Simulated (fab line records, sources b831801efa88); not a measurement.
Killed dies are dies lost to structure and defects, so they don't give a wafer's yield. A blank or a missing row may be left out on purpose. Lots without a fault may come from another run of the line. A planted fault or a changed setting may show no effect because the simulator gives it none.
Which tool did it? | flow gf180mcu | 12 lots, 36 wafers sampled, at 3 steps of a route of 602

WHAT THE GAUGES READ, wafer by wafer
GF_NSD_TW_MEAS_12.
lot  | measured     | on            | NSD_TW
L867 | day 13 17:51 | film_metro-04 | 4155 4170 4173
L868 | day 14 08:32 | film_metro-04 | 4178 4159 4158
L869 | day 14 03:47 | film_metro-02 | 4274 4288 4297
L870 | day 14 08:14 | film_metro-03 | 4186 4193 4196
L871 | day 15 00:32 | film_metro-03 | 4223 4219 4221
L872 | day 15 03:17 | film_metro-03 | 4262 4240 4225
L873 | day 15 17:15 | film_metro-04 | 4178 4149 4162
L874 | day 15 17:26 | film_metro-03 | 4216 4208 4234
L875 | day 15 16:03 | film_metro-04 | 4169 4190 4181
L876 | day 16 09:41 | film_metro-03 | 4198 4189 4198
L877 | day 16 22:54 | film_metro-02 | 4305 4313 4279
L878 | day 16 23:52 | film_metro-03 | 4162 4171 4181

WHICH TOOL RAN EACH LOT (tool, then ch and the chambers of the sampled wafers, then the start)
lot  | GF_STI_COAT_07                   | GF_STI_STRIP_15
L867 | litho_track-04 ch 0, day 1 20:04 | plasma_asher-03 ch 0,1, day 2 01:44
L868 | litho_track-03 ch 0, day 2 07:23 | plasma_asher-02 ch 0,1, day 2 12:56
L869 | litho_track-01 ch 0, day 2 07:28 | plasma_asher-03 ch 0,1, day 2 13:25
L870 | litho_track-04 ch 0, day 2 14:10 | plasma_asher-02 ch 0,1, day 2 19:41
L871 | litho_track-03 ch 0, day 2 20:11 | plasma_asher-04 ch 0,1, day 3 02:22
L872 | litho_track-04 ch 0, day 2 20:22 | plasma_asher-02 ch 0,1, day 3 02:35
L873 | litho_track-01 ch 0, day 3 07:10 | plasma_asher-02 ch 0,1, day 3 13:56
L874 | litho_track-04 ch 0, day 3 08:31 | plasma_asher-04 ch 0,1, day 3 15:20
L875 | litho_track-04 ch 0, day 3 11:46 | plasma_asher-04 ch 0,1, day 3 19:05
L876 | litho_track-04 ch 0, day 3 16:49 | plasma_asher-02 ch 0,1, day 3 23:20
L877 | litho_track-04 ch 0, day 3 21:26 | plasma_asher-02 ch 0,1, day 4 04:29
L878 | litho_track-04 ch 0, day 4 02:58 | plasma_asher-03 ch 0,1, day 4 10:19
- GF_STI_COAT_07: resist thk 700 nm.
- GF_STI_STRIP_15: strips in O2/N2.

WHAT THE TOOLS THEMSELVES READ (means of the sampled wafers that have a number; where no wafer has one, the mark that the record gives instead)
GF_STI_STRIP_15.
lot  | tool            | drypump_motor_current_A (A) | heater_power_w (W) | oes_product_au (a.u.) | strip_time_to_endpoint_s (s)
L867 | plasma_asher-03 | 6.3                         | 299                | 0.383                 | 3.70
L868 | plasma_asher-02 | 5.3                         | 316                | 0.387                 | 3.75
L869 | plasma_asher-03 | 5.9                         | 290                | 0.388                 | 3.77
L870 | plasma_asher-02 | 5.6                         | 320                | 0.390                 | 3.77
L871 | plasma_asher-04 | 5.9                         | 355                | 0.385                 | 3.79
L872 | plasma_asher-02 | 5.3                         | 309                | 0.383                 | 3.72
L873 | plasma_asher-02 | 5.6                         | 318                | 0.386                 | 3.71
L874 | plasma_asher-04 | 5.6                         | 335                | 0.384                 | 3.78
L875 | plasma_asher-04 | 5.9                         | 351                | 0.388                 | 3.72
L876 | plasma_asher-02 | 5.6                         | 320                | 0.388                 | 3.80
L877 | plasma_asher-02 | 5.3                         | 313                | 0.403                 | 4.11
L878 | plasma_asher-03 | 5.9                         | 294                | 0.398                 | 4.11

THE ANSWER, worked out from the rows above alone
Rule: what is usual is taken from the lots themselves. Put in order of their means at a reading, lots are off if they are a third of the lots or fewer, leave a main group of 4 or more, and stand apart from it by a gap of 3 or more times the standard deviation of the main group's means; of several such gaps the widest counts. A main group whose means are all the same, to the digits that the tables above print for the reading, isn't used. A lot without any number at a reading at which 4 lots or more have one is off too. The other lots that the step has rows for count as sound. The gauges are gone through in route order, then the tools' own readings, and for those a lot's mean is taken as printed above. The first step at which some lot is off is used, and at that step the reading that is off furthest; a lot without a number counts as furthest.
Off: L877, L878, at GF_STI_STRIP_15 (strip_time_to_endpoint_s). The main group: mean 3.75 s, standard deviation 0.034.
A tool fits if, at that step or a process step before it, it ran every lot that is off, and no sound lot after the first of them. One fits: litho_track-04 at GF_STI_COAT_07. Its last sound lot is L876 (day 3 16:49), its first lot that is off L877 (day 3 21:26): a fault that began between those two fits.

WHAT THE SIMULATOR HAD PUT IN
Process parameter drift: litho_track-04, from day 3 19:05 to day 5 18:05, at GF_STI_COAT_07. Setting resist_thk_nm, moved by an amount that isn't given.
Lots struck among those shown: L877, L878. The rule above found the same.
